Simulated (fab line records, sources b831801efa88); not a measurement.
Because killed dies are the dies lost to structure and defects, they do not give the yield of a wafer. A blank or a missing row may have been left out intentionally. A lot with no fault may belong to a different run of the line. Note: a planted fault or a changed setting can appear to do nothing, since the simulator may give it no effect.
Code-filled problem report in 8D (eight disciplines) form    flow gf180mcu    the parts of the form that need people (team, actions taken, sign-off) are left out

1. THE ISSUE
Wafers free of any fault read 4.01 nm (standard deviation 0.083) for POLY_GATE_OXIDATION_THK at GF_POLY_GATE_THK_MEAS_17, against a mean of 4.94 nm on 9 wafers of 3 lots. Measured from the usual mean, that is +11 standard deviations.
The first sign was on wafer L348.2 at day 12 16:58, on film-metro-01. The record has a number at this step for 36 wafers belonging to 12 lots. By rule, "out" or "out of limits" means more than 4 standard deviations away from the usual mean. The other wafers with a number count as sound.

2. WHAT IT IS; WHAT IT IS NOT
question                     is                            is not
which readings at this step  POLY_GATE_OXIDATION_THK       -
which lots                   L348, L349, L351              L338, L339, L340, L341, L346, L356, L357, L359, L360
which wafers of those lots   all that have a number        -
read on which gauges         film-metro-01, film-metro-03  film-metro-04
when                         from day 12 16:58             up to then (15 sound wafers); but 12 sound wafers of L356, L357, L359, L360 came after

3. SUSPECTS, AND WHAT RULES EACH OUT
Counting: a tool stays on the suspect list if, at a process step up to the reading, it processed all lots that are out and no sound lot following the first of them.
- the gauge at GF_POLY_GATE_THK_MEAS_17 is ruled out. Those wafers that are out were read across 2 gauges (film-metro-01, film-metro-03).
- furnace-02 at GF_POLY_GATE_OXIDATION_16 (stabilise 600 s, purge 300 s, target thk 4 nm): ruled out as a lasting fault. Sound lots L359 ran on it after its first lot that is out, L348 (day 12 15:42).
Left after counting: nothing in the record.

4. THE CAUSE (what the simulator had put in)
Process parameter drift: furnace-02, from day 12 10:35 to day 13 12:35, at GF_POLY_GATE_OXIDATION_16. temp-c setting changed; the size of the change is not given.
The count ruled it out by mistake, since the rule takes a fault to strike every lot its tool runs from the start of the fault on, and this one did not do so.

5. THE EFFECT CHAIN, in route order
Each row: a reading whose mean over the struck wafers that have a number lies more than 3 standard deviations from the usual. Readings are gone through only where the record gives a usual standard deviation; hours: the median, over the lots, of the time from a lot's start at the first step in this table giving one to that lot's start at this step; sigmas: the change measured in usual standard deviations.
hours  step                       reading                  usual    on struck wafers  change  sigmas
0      GF_POLY_GATE_OXIDATION_16  spike-tc-bottom-C        867.7 C  884.9             +17.2   +17
0      GF_POLY_GATE_OXIDATION_16  spike-tc-centre-C        850.7 C  867.9             +17.2   +16
0      GF_POLY_GATE_OXIDATION_16  spike-tc-lower-C         850.7 C  867.2             +16.5   +12
0      GF_POLY_GATE_OXIDATION_16  spike-tc-top-C           860.3 C  876.5             +16.2   +15
0      GF_POLY_GATE_OXIDATION_16  spike-tc-upper-C         851.5 C  868.5             +17.0   +17
0      GF_POLY_GATE_OXIDATION_16  tube-center-temp-C       850 C    867               +17     +99 or more
0      GF_POLY_GATE_OXIDATION_16  tube_center_temp_C_max   852.2    869.3             +17.1   +47
1      GF_POLY_GATE_THK_MEAS_17   POLY_GATE_OXIDATION_THK  4.01 nm  4.94              +0.93   +11
Here are the process steps it includes:
- GF_POLY_GATE_OXIDATION_16: stabilise 600 s, purge 300 s, target thk 4 nm.
Later steps that measure or inspect, where all struck wafers having a row at the step show a number for every such reading and not one has moved that far: GF_V2_BOW_MEAS_05.

6. WHAT WOULD HAVE CAUGHT IT SOONER
6 hours passed between the start of the fault at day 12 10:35 and the first reading out of limits at a measuring or inspecting step in this record, taken at day 12 16:58.
The tool's own readings at GF_POLY_GATE_OXIDATION_16 were out on every struck wafer that the step has a row for (spike-tc-bottom-C, spike-tc-centre-C, spike-tc-lower-C, spike-tc-top-C, spike-tc-upper-C, tube-center-temp-C, tube_center_temp_C_max): an alarm limit on them would have fired on the first of those.
